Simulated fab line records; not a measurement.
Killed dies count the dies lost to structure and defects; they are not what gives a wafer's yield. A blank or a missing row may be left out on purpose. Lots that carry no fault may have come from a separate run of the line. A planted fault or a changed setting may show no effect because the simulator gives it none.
Which tool did it? ; flow sky130 ; 11 lots with 33 wafers sampled at 5 steps, on a route of 708 steps

## WHAT THE GAUGES SHOWED, per wafer
The record lacks any reading of a measuring or inspecting step that a usual standard deviation could be used to judge.

## TOOL THAT RAN EACH LOT (tool first, then ch and the chambers of the sampled wafers, then the start)
lot;SKY_FIELD_ISO_ETCH_15;SKY_METAL5_STRIP_16;SKY_PASSIVATION_ETCH_11;SKY_PAD_OPEN_STRIP_08;SKY_PAD_OPEN_PROBE_99
L275;rie_diel-04 ch 0,1,2, day 2 09:56;plasma_asher-02 ch 0,1, day 43 20:17;rie_diel-02 ch 1,2, day 44 18:10;plasma_asher-01 ch 0,1, day 45 16:08;-
L276;rie_diel-04 ch 0,1,2, day 2 14:27;plasma_asher-04 ch 0,1, day 43 23:02;rie_diel-03 ch 0,1, day 44 22:01;plasma_asher-01 ch 0,1, day 45 19:29;-
L278;rie_diel-01 ch 2,3, day 3 00:22;plasma_asher-04 ch 0, day 44 13:32;rie_diel-02 ch 1,2, day 45 11:49;plasma_asher-01 ch 0,1, day 46 08:40;-
L280;rie_diel-04 ch 0,1,2, day 3 12:25;plasma_asher-02 ch 0,1, day 45 03:16;rie_diel-01 ch 0,1,3, day 46 00:55;plasma_asher-01 ch 0,1, day 46 21:26;prober-02, day 46 23:41
L283;rie_diel-04 ch 0,2, day 4 03:06;plasma_asher-04 ch 0,1, day 46 04:34;rie_diel-01 ch 0,2,3, day 47 01:26;plasma_asher-01 ch 0,1, day 47 20:35;prober-01, day 47 22:51
L287;rie_diel-01 ch 0,1,2, day 5 02:09;plasma_asher-02 ch 0,1, day 46 20:37;rie_diel-02 ch 0,2, day 47 16:26;plasma_asher-01 ch 0,1, day 48 11:59;prober-01, day 48 14:12
L291;rie_diel-03 ch 0,1,3, day 5 22:15;plasma_asher-01 ch 0,1, day 47 21:52;rie_diel-03 ch 1,2,3, day 48 17:25;plasma_asher-03 ch 0,1, day 49 10:34;-
L293;rie_diel-04 ch 0,3, day 7 13:11;plasma_asher-01 ch 0,1, day 49 17:05;rie_diel-01 ch 1,2, day 50 09:46;plasma_asher-01 ch 0,1, day 51 02:20;-
L296;rie_diel-03 ch 1,2, day 7 13:53;plasma_asher-01 ch 0,1, day 49 21:44;rie_diel-01 ch 0,1,3, day 50 15:25;plasma_asher-03 ch 0,1, day 51 06:31;-
L295;rie_diel-04 ch 0,1,3, day 7 14:10;plasma_asher-04 ch 0,1, day 49 16:46;rie_diel-03 ch 1,3, day 50 09:25;plasma_asher-02 ch 0,1, day 51 01:28;-
L297;rie_diel-01 ch 0,2, day 7 14:27;plasma_asher-01 ch 0,1, day 49 14:31;rie_diel-02 ch 1,2, day 50 07:34;plasma_asher-03 ch 0,1, day 50 23:34;-
- SKY_FIELD_ISO_ETCH_15: etches the open film in CHF3/O2, stops on Si, target depth 180 nm, time 72 s.
- SKY_METAL5_STRIP_16: strips in O2/N2.
- SKY_PASSIVATION_ETCH_11: etches the open film in CF4/O2, stops on AlCu, target depth 725 nm, time 161.1 s.
- SKY_PAD_OPEN_STRIP_08: strips in O2/N2.
- SKY_PAD_OPEN_PROBE_99

## AS READ BY THE TOOLS THEMSELVES (means over the sampled wafers that have a number; for cases with no such wafer, the mark the record gives instead)
SKY_FIELD_ISO_ETCH_15.
lot;tool;bias_w (W);drypump_motor_current_A (A);oes_product_au (a.u.);throttle_valve_pct (%)
L275;rie_diel-04;199.8;5.82;0.954;8.842
L276;rie_diel-04;200.4;5.83;0.960;8.841
L278;rie_diel-01;200.0;5.66;0.950;8.857
L280;rie_diel-04;199.8;5.82;0.960;8.855
L283;rie_diel-04;199.7;5.84;0.950;8.842
L287;rie_diel-01;200.1;5.90;0.955;8.845
L291;rie_diel-03;200.6;5.93;0.952;8.850
L293;rie_diel-04;199.9;5.69;0.953;8.855
L296;rie_diel-03;200.5;6.17;0.950;8.848
L295;rie_diel-04;200.5;5.66;0.939;8.839
L297;rie_diel-01;200.7;6.09;0.957;8.846

SKY_METAL5_STRIP_16.
lot;tool;drypump_motor_current_A (A);oes_product_au (a.u.);strip_time_to_endpoint_s (s)
L275;plasma_asher-02;5.7;0.708;13.05
L276;plasma_asher-04;5.7;0.713;13.02
L278;plasma_asher-04;6.5;0.717;13.16
L280;plasma_asher-02;5.6;0.713;13.09
L283;plasma_asher-04;6.1;0.714;12.98
L287;plasma_asher-02;5.6;0.710;13.26
L291;plasma_asher-01;6.0;0.712;13.21
L293;plasma_asher-01;6.3;0.713;13.24
L296;plasma_asher-01;6.0;0.713;13.03
L295;plasma_asher-04;6.1;0.712;13.13
L297;plasma_asher-01;6.0;0.710;12.95

SKY_PASSIVATION_ETCH_11.
lot;tool;bias_w (W);drypump_motor_current_A (A);oes_product_au (a.u.);throttle_valve_pct (%)
L275;rie_diel-02;150.2;5.9;0.979;5.961
L276;rie_diel-03;149.8;5.9;0.968;5.962
L278;rie_diel-02;149.8;6.1;0.969;5.961
L280;rie_diel-01;149.9;5.9;0.976;5.956
L283;rie_diel-01;149.8;5.8;0.982;5.964
L287;rie_diel-02;149.7;5.6;0.974;5.972
L291;rie_diel-03;150.1;5.9;0.966;5.956
L293;rie_diel-01;149.3;5.7;0.973;5.960
L296;rie_diel-01;150.1;5.9;0.986;5.966
L295;rie_diel-03;149.9;5.9;0.972;5.959
L297;rie_diel-02;149.5;5.9;0.971;5.963

SKY_PAD_OPEN_STRIP_08.
lot;tool;drypump_motor_current_A (A);oes_product_au (a.u.);strip_time_to_endpoint_s (s)
L275;plasma_asher-01;6.0;0.663;37.10
L276;plasma_asher-01;6.3;0.663;37.08
L278;plasma_asher-01;6.0;0.663;37.16
L280;plasma_asher-01;6.3;0.660;37.03
L283;plasma_asher-01;6.0;0.662;37.15
L287;plasma_asher-01;6.2;0.665;37.12
L291;plasma_asher-03;6.3;0.664;37.16
L293;plasma_asher-01;6.3;0.663;37.07
L296;plasma_asher-03;5.9;0.663;37.07
L295;plasma_asher-02;5.6;0.661;37.10
L297;plasma_asher-03;5.9;0.660;37.07

SKY_PAD_OPEN_PROBE_99.
lot;tool;killed_at_M0_to_M3;killed_at_M4_up;killed_at_contacts;killed_at_front_end;killed_at_other;killed_dies;killed_open;killed_short
L280;prober-02;47;3.3;29;28;1.3;109;48;42
L283;prober-01;36;2.7;26;47;0.0;112;42;38
L287;prober-01;44;3.7;30;11;0.3;89;47;42

## THE ANSWER, worked out from the rows above alone
Rule: what is usual is taken from the lots themselves. Put in order of their means at a reading, lots are off if they are a third of the lots or fewer, leave a main group of 4 or more, and stand apart from it by a gap of 3 or more times the standard deviation of the main group's means; of several such gaps the widest counts. Not used: any main group whose means are identical at the precision the tables above print for the reading. A lot without any number at a reading at which 4 lots or more have one is off too. The other lots that the step has rows for count as sound. First the gauges in route order, then the tools' own readings, where a lot's mean is used as printed above. The first step at which some lot is off is used, and at that step the reading that is off furthest; a lot without a number counts as furthest.
Nothing can be told from this: no lot is off at any reading shown.

## WHAT WAS PUT IN BY THE SIMULATOR
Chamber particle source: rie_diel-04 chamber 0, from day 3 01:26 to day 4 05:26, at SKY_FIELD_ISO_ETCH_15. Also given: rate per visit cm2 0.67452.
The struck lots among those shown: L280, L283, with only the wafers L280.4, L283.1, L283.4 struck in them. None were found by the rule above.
